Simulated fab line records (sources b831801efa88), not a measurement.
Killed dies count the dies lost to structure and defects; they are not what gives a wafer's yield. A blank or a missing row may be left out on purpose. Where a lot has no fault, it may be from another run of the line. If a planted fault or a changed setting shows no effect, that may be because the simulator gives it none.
Split-lot study | flow sfq line | 23 wafers read across 5 lots, on a route 325 steps long

## THE SPLIT
At SFQ_TRILAYER_M1_LITHO_PEB_042 (peb time 60 s), the setting peb time s was moved away from the recipe's 60 s on 5 of the 23 wafers read, by +10.5% to +13.3%. The other wafers ran this setting at the recipe's value.

## FROM SPLIT TO READING: 1 step shown by the file between the two
- SFQ_TRILAYER_M1_LITHO_DEVELOP_041: time 60 s

## THE READING
M1.cd nm (the simulator's own value, which no gauge read), in nm, at SFQ_TRILAYER_M1_BARC_OPEN_METAL_ETCH_054 (etches BARC in O2, target depth 125 nm, time 41.7 s). No usual value for it is given in the file. Average 499.7 nm, standard deviation 1.6 nm, over the 18 wafers here run with the recipe.

wafer  | tool, chamber at the split | peb time s as run, s | against the recipe | M1.cd nm, nm | against lot-mates on the recipe
L076.1 | litho track-02, 0          | 60                   | recipe             | 498.8        | -
L076.3 | litho track-02, 0          | 60                   | recipe             | 498.8        | -
L076.2 | litho track-02, 0          | 60                   | recipe             | 497.5        | -
L076.4 | litho track-02, 0          | 60                   | recipe             | 498.1        | -
L076.6 | litho track-02, 0          | 60                   | recipe             | 499.6        | -
L078.1 | litho track-02, 0          | 60                   | recipe             | 500.8        | -
L078.2 | litho track-02, 0          | 66.28                | +10.5%             | 485.3        | -14.6
L078.4 | litho track-02, 0          | 66.28                | +10.5%             | 486.3        | -13.6
L078.5 | litho track-02, 0          | 60                   | recipe             | 500.5        | -
L078.6 | litho track-02, 0          | 60                   | recipe             | 498.5        | -
L079.2 | litho track-04, 0          | 60                   | recipe             | 497.6        | -
L079.3 | litho track-04, 0          | 60                   | recipe             | 498          | -
L079.5 | litho track-04, 0          | 60                   | recipe             | 497.5        | -
L080.1 | litho track-02, 0          | 60                   | recipe             | 500.5        | -
L080.3 | litho track-02, 0          | 67.95                | +13.3%             | 483.3        | -16.6
L080.4 | litho track-02, 0          | 67.95                | +13.3%             | 483          | -16.9
L080.5 | litho track-02, 0          | 67.95                | +13.3%             | 482.6        | -17.3
L080.6 | litho track-02, 0          | 60                   | recipe             | 499.3        | -
L081.1 | litho track-04, 0          | 60                   | recipe             | 501.1        | -
L081.4 | litho track-04, 0          | 60                   | recipe             | 501.1        | -
L081.2 | litho track-04, 0          | 60                   | recipe             | 502.2        | -
L081.5 | litho track-04, 0          | 60                   | recipe             | 501.7        | -
L081.6 | litho track-04, 0          | 60                   | recipe             | 502.7        | -

THE FIT
A straight line over all 23 wafers: M1.cd nm changes by -1.28 nm for each +1% of peb time s; r = -0.98; the points scatter about the line by 1.5 nm.
The same after taking each lot's own level away (the mean of its wafers on the recipe; 23 wafers): -1.3 nm for each +1%; r = -0.99; scatter 0.69 nm.
Per that fit: largest peb time s move, reading shift of 17 nm.
The lots' own levels span 497.70 to 501.76 nm, that is 2.5 times the standard deviation above.
Hence the lot-to-lot level has little effect on the slope; both slopes agree.
Check: -17.4 nm against its lot-mates is what the line predicts for one of the wafers moved furthest among these (+13.3%) when that wafer is left out of the fit. It came out at -16.6 nm against them.

## OTHER SPLITS ON THESE WAFERS
These wafers also went through other splits before the reading. Each is held against what the fit with the lots' levels taken away leaves over:
other split on the same wafers                    | wafers away from the commonest value | r with M1.cd nm (lot level and that fit taken away)
SFQ_TRILAYER_INCOMING_OXIDATION_002 ox time s     | 15                                   | -0.14
SFQ_TRILAYER_L0_LITHO_PEB_008 peb time s          | 9                                    | -0.12
SFQ_TRILAYER_L0_BARC_OPEN_METAL_ETCH_010 icp w    | 6                                    | +0.10
SFQ_TRILAYER_L0_VIA_LITHO_PEB_016 peb temp c      | 7                                    | -0.27
SFQ_TRILAYER_L0_VIA_BARC_OPEN_VIA_ETCH_021 time s | 6                                    | -0.08
SFQ_TRILAYER_M0_DEP_SPUTTER_019 time s            | 8                                    | +0.18
SFQ_TRILAYER_M0_LITHO_PEB_024 peb time s          | 9                                    | +0.18
SFQ_TRILAYER_I0_CMP_CMP_028 leave above ref nm    | 7                                    | +0.18
SFQ_TRILAYER_I0_VIA_LITHO_COAT_036 spin rpm       | 7                                    | -0.25
SFQ_TRILAYER_I0_VIA_ETCH_VIA_ETCH_034 source w    | 9                                    | -0.17

## FILE'S OWN FIT
M1.cd nm changes by -1.31 nm for each +1% of peb time s, r = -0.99.
